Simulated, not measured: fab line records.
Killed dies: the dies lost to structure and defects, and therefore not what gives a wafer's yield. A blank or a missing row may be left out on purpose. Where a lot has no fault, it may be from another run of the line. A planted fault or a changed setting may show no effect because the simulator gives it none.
Matching of chambers / flow gf180mcu / 4 sister chambers for GF_CONTACT_CMP_04 on cmp-02
The step polishes SiO2. 4 wafers are shown with their chamber, then 8 later ones without.

## WAFERS WITH THEIR CHAMBER
wafer=L313.2; chamber=3; motor current A (A)=13.5
wafer=L313.3; chamber=1; motor current A (A)=13.1
wafer=L313.6; chamber=0; motor current A (A)=8.8
wafer=L317.1; chamber=2; motor current A (A)=10.0

## WAFERS MISSING THEIR CHAMBER
wafer=L317.2; motor current A (A)=8.7
wafer=L317.4; motor current A (A)=12.8
wafer=L320.4; motor current A (A)=12.8
wafer=L320.5; motor current A (A)=11.9
wafer=L320.6; motor current A (A)=10.0
wafer=L326.1; motor current A (A)=12.1
wafer=L326.3; motor current A (A)=13.3
wafer=L326.4; motor current A (A)=8.2

## THE CHAMBER EACH PASSED THROUGH
wafer=L317.2; from the rows above=can't be placed: 0 or 2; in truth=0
wafer=L317.4; from the rows above=can't be placed: 1 or 3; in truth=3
wafer=L320.4; from the rows above=can't be placed: 1 or 3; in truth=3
wafer=L320.5; from the rows above=can't be placed: 1 or 3 or 2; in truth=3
wafer=L320.6; from the rows above=can't be placed: 2 or 0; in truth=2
wafer=L326.1; from the rows above=can't be placed: 1 or 3 or 2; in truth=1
wafer=L326.3; from the rows above=can't be placed: 3 or 1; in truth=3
wafer=L326.4; from the rows above=can't be placed: 0 or 2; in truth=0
Placed correctly: 0 of 8. These rows do not allow placing 8 (true chamber among the candidates in 8). Placed wrongly: 0.
How it was worked out, from the rows above alone: a wafer's distance from a chamber is the root of the sum, over the readings, of the square of ((its reading less the chamber's mean) divided by the reading's scatter). If the next closest chamber is less than 2 further off than the closest, the wafer can't be placed; otherwise it belongs to the closest. Each chamber's mean is taken over the wafers shown for it. The scatter: root of mean squared gap, hidden wafer to nearest shown wafer, with one shown wafer a chamber.
